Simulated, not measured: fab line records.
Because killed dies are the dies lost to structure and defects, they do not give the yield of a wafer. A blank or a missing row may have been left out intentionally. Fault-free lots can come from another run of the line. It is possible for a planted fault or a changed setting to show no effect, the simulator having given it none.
Comparing a struck lot with a sound one | flow sky130 | 14 steps out of a route of 708
Sound: the wafers L831.4, L831.5, L831.6. Struck: wafers L832.1, L832.3, L832.4. The cause is named last.
Each step with rows lists, per side, the tool, then ch with its chambers, then its first start. Under that, the readings that differ: sound wafers | struck wafers | difference of the means | sigmas: that difference in standard deviations of wafers without a fault.
alike: readings whose means differ by less than 2 such deviations, and words and numbers that are the same on both sides. not compared: withheld readings, readings that some wafer has no value for, bounds like >300 that may hide the same value, and numbers for which the record gives no deviation and whose values overlap.
A row with sigmas, a row that says differs or no value, or rows on one side alone: a step with any of these is where the two part. Numbers that have no deviation but don't overlap get no sigmas and don't part them. A reading missing from all wafers of one side parts the sides only when that side holds two or more wafers.

SKY_LI_CONTACT_CVD_21: deposits W, target thk 400 nm, time 120.56 s.
  sound on cvd-w-01 ch 0,1, day 31 07:17; struck on cvd-w-02 ch 0,1, day 31 12:22
  alike: heater-power-w
SKY_LI_CONTACT_RS_MEAS_22: uses a four-point probe to measure.
  struck on film-metro-02, day 31 12:29; sound on film-metro-02, day 31 07:25
  alike: LI_CONTACT_W_RS
SKY_LI_CONTACT_THK_MEAS_23: measures by xrf.
  struck on film-metro-02, day 31 12:37; sound on film-metro-02, day 31 07:31
  alike: LI_CONTACT_W_THK
SKY_LI_CONTACT_CMP_24: polishes, stops on PSG, t overpolish 20 s, target thk 0 nm.
  sound on cmp-01 ch 0,3, day 31 07:32; struck on cmp-02 ch 0,1,3, day 31 12:40
  alike: motor-current-A, overpolish-run-s, time-to-endpoint-s
SKY_LOCAL_INTERCONNECT_SPUTTER_00: material TiN, target thk 100 nm, time 83.3 s.
  struck on pvd-sputter-04, day 31 12:58; sound on pvd-sputter-04, day 31 07:50
  alike: throttle-valve-pct
SKY_LOCAL_INTERCONNECT_RS_MEAS_01: uses a four-point probe to measure.
  struck on film-metro-02, day 31 13:02; sound on film-metro-04, day 31 07:58
  alike: LOCAL_INTERCONNECT_TIN_RS
SKY_LOCAL_INTERCONNECT_THK_MEAS_02: measures by xrf.
  struck on film-metro-02, day 31 13:09; sound on film-metro-04, day 31 08:04
  alike: LOCAL_INTERCONNECT_TIN_THK
then, 5 steps without rows for these wafers: SKY_LOCAL_INTERCONNECT_DEHYDRATE_03 (time 60 s); SKY_LOCAL_INTERCONNECT_HMDS_04 (prime time 60 s); SKY_LOCAL_INTERCONNECT_COAT_05 (resist thk 60 nm); SKY_LOCAL_INTERCONNECT_COAT_06 (resist thk 450 nm); SKY_LOCAL_INTERCONNECT_SOFTBAKE_07 (time 90 s).
SKY_LOCAL_INTERCONNECT_EXPOSE_08: exposes mask LI1M, target cd 170 nm.
  struck on krf-scanner-02, day 32 02:31; sound on krf-scanner-01 ch 0, day 31 21:11
  no value came back on the struck wafers for exposure-dose-mJ-cm2, focus-offset-nm (nm); on the sound wafers exposure-dose-mJ-cm2 reads 27.96 27.93 27.96
  alike: mask
following that, these wafers have no rows for 1 step: SKY_LOCAL_INTERCONNECT_PEB_09.

== WHERE THEY PART ==
At SKY_LOCAL_INTERCONNECT_EXPOSE_08 and nowhere else, as far as this record goes.

WHY: the cause the simulator had injected
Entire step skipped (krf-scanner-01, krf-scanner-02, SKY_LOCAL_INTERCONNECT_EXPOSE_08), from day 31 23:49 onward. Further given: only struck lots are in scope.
